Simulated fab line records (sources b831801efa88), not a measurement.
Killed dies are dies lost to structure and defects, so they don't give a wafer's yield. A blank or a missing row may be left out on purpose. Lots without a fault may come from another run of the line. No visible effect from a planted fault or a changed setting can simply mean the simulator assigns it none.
The tool behind it: which one? | flow sky130 | 12 lots with 33 wafers sampled at 5 steps, on a route of 708 steps

== WHAT THE GAUGES SHOWED, per wafer ==
SKY_LI_CONTACT_RS_MEAS_22: uses a four-point probe to measure.
lot  | measured     | on           | LI_CONTACT_W_RS (ohm/sq)
L980 | day 29 12:53 | filmMetro-04 | 0.289 0.285 0.288
L982 | day 29 22:42 | filmMetro-03 | 0.291 0.289 0.290
L983 | day 30 22:43 | filmMetro-04 | 0.287 0.292 0.294
L984 | day 31 05:05 | filmMetro-02 | 0.285 0.283 0.282
L986 | day 31 20:43 | filmMetro-04 | 0.285 0.283 0.282
L987 | day 32 07:29 | filmMetro-02 | 0.287 0.289 0.292
L988 | day 32 09:29 | filmMetro-02 | 0.280 0.282 0.282
L989 | day 32 16:07 | filmMetro-04 | 0.285 0.285 0.287
L994 | day 33 23:59 | filmMetro-03 | 0.289 0.289
L995 | day 34 13:41 | filmMetro-03 | 0.282 0.283
L996 | day 34 20:16 | filmMetro-04 | 0.290 0.285
L101 | day 36 03:07 | filmMetro-03 | 0.282 0.287 0.285

SKY_LOCAL_INTERCONNECT_RS_MEAS_01: uses a four-point probe to measure.
lot  | measured     | on           | LOCAL_INTERCONNECT_TIN_RS (ohm/sq)
L980 | day 29 13:25 | filmMetro-04 | 14.05 13.77 14.10
L982 | day 29 23:15 | filmMetro-04 | 14.29 14.22 14.25
L983 | day 30 23:16 | filmMetro-03 | 13.94 13.89 13.87
L984 | day 31 05:37 | filmMetro-04 | 14.01 14.18 14.26
L986 | day 31 21:16 | filmMetro-04 | 14.13 14.42 14.33
L987 | day 32 08:01 | filmMetro-03 | 14.13 13.78 13.90
L988 | day 32 10:02 | filmMetro-04 | 14.07 14.01 14.12
L989 | day 32 16:40 | filmMetro-04 | 14.28 14.12 14.24
L994 | day 34 00:32 | filmMetro-01 | 13.86 13.94
L995 | day 34 14:17 | filmMetro-01 | 14.13 14.26
L996 | day 34 20:49 | filmMetro-01 | 14.13 13.98
L101 | day 36 03:40 | filmMetro-03 | 14.02 14.22 14.31

SKY_CONTACT_THK_MEAS_03.
lot  | measured     | on           | CONTACT_HDPCVD_THK (nm)
L980 | day 30 19:20 | filmMetro-02 | 572 560 562
L982 | day 31 04:20 | filmMetro-01 | 562 580 574
L983 | day 32 03:56 | filmMetro-01 | 575 564 569
L984 | day 32 10:13 | filmMetro-02 | 551 568 565
L986 | day 33 01:40 | filmMetro-04 | 562 550 566
L987 | day 33 12:07 | filmMetro-01 | 558 560 562
L988 | day 33 13:51 | filmMetro-04 | 569 566 579
L989 | day 33 20:34 | filmMetro-04 | 564 562 561
L994 | day 35 04:02 | filmMetro-02 | 411 559 411 558
L995 | day 35 16:36 | filmMetro-04 | 414 413 414 413
L996 | day 35 23:47 | filmMetro-01 | 420 552 420 551
L101 | day 37 06:35 | filmMetro-01 | 561 577 561

== EACH LOT AND THE TOOL THAT RAN IT (in order: tool; ch and the chambers of the sampled wafers; start) ==
lot  | SKY_LI_CONTACT_SPUTTER_19   | SKY_CONTACT_HDPCVD_02
L980 | pvdSputter-04, day 29 12:34 | hdpcvd-02 ch 0,1,2, day 30 19:16
L982 | pvdSputter-03, day 29 22:26 | hdpcvd-02 ch 1,2, day 31 04:16
L983 | pvdSputter-02, day 30 22:28 | hdpcvd-02 ch 0,1,2, day 32 03:52
L984 | pvdSputter-03, day 31 04:48 | hdpcvd-01 ch 0,2, day 32 10:08
L986 | pvdSputter-03, day 31 20:28 | hdpcvd-01 ch 0,1,2, day 33 01:36
L987 | pvdSputter-02, day 32 07:10 | hdpcvd-01 ch 0,1, day 33 12:01
L988 | pvdSputter-04, day 32 09:06 | hdpcvd-02 ch 0,1,2, day 33 13:47
L989 | pvdSputter-04, day 32 15:41 | hdpcvd-01 ch 1,2, day 33 20:29
L994 | pvdSputter-02, day 33 23:43 | hdpcvd-01 ch 1, day 35 03:58
L995 | pvdSputter-03, day 34 13:25 | hdpcvd-01 ch 0, day 35 16:31
L996 | pvdSputter-04, day 34 19:55 | hdpcvd-01 ch 0,1, day 35 23:43
L101 | pvdSputter-02, day 36 02:50 | hdpcvd-02 ch 0,2, day 37 06:30
- SKY_LI_CONTACT_SPUTTER_19: material Ti, target thk 20 nm, time 106.37 s.
- SKY_CONTACT_HDPCVD_02: deposits SiO2, target thk 565 nm, time 94.2 s.

== WHAT THE TOOLS THEMSELVES READ (means of the sampled wafers that have a number; where no wafer has one, the mark that the record gives instead) ==
SKY_LI_CONTACT_SPUTTER_19.
lot  | tool          | throttleValvePct (%)
L980 | pvdSputter-04 | 30.4
L982 | pvdSputter-03 | 30.6
L983 | pvdSputter-02 | 29.8
L984 | pvdSputter-03 | 29.8
L986 | pvdSputter-03 | 29.7
L987 | pvdSputter-02 | 30.5
L988 | pvdSputter-04 | 30.7
L989 | pvdSputter-04 | 29.8
L994 | pvdSputter-02 | 30.3
L995 | pvdSputter-03 | 30.7
L996 | pvdSputter-04 | 30.7
L101 | pvdSputter-02 | 30.3

SKY_CONTACT_HDPCVD_02.
lot  | tool      | runLengthS (s) | sih4FlowSccm (sccm)
L980 | hdpcvd-02 | 122.4          | 59.87
L982 | hdpcvd-02 | 122.2          | 60.06
L983 | hdpcvd-02 | 122.0          | 60.00
L984 | hdpcvd-01 | 122.4          | 60.16
L986 | hdpcvd-01 | 122.6          | 60.15
L987 | hdpcvd-01 | 122.6          | 59.78
L988 | hdpcvd-02 | 122.1          | 60.02
L989 | hdpcvd-01 | 122.8          | 60.06
L994 | hdpcvd-01 | 110.5          | 60.09
L995 | hdpcvd-01 | 97.7           | 60.09
L996 | hdpcvd-01 | 110.1          | 59.80
L101 | hdpcvd-02 | 122.2          | 60.02

== THE ANSWER, worked out from the rows above alone ==
Rule: the lots themselves supply what counts as usual. Put in order of their means at a reading, lots are off if they are a third of the lots or fewer, leave a main group of 4 or more, and stand apart from it by a gap of 3 or more times the standard deviation of the main group's means; of several such gaps the widest counts. Not used: any main group whose means are identical at the precision the tables above print for the reading. Also off: a lot with no number at a reading for which 4 or more lots have one. Where the step has rows for the other lots, those lots are counted as sound. Order of review: gauges by route order, followed by the tools' own readings, for which a lot's mean as printed above is used. The first step at which some lot is off is used, and at that step the reading that is off furthest; a lot without a number counts as furthest.
Off: L994, L995, L996, seen at SKY_CONTACT_THK_MEAS_03 (CONTACT_HDPCVD_THK). Main group: mean 565 nm, sd 4.6.
If a tool, at a process step before that reading, ran all the lots that are off and no sound lot after the first of them, it fits. Not tried: the gauges at SKY_CONTACT_THK_MEAS_03; whatever is off there is also off at SKY_CONTACT_HDPCVD_02, on other tools, and gauge error can't account for it. One fits: hdpcvd-01 at SKY_CONTACT_HDPCVD_02. A fault onset in the window from L989 (day 33 20:29, its last sound lot) to L994 (day 35 03:58, its first lot off) fits.
On the lots that are off, the tool's own readings at SKY_CONTACT_HDPCVD_02 differ by more than 5 times the standard deviation of the sound lots' means, which bears it out; runLengthS reads 106.1 s there versus 122.4 s on the sound lots.

== WHAT WAS PUT IN BY THE SIMULATOR ==
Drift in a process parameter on hdpcvd-01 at SKY_CONTACT_HDPCVD_02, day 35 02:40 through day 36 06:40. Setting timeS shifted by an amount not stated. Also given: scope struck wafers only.
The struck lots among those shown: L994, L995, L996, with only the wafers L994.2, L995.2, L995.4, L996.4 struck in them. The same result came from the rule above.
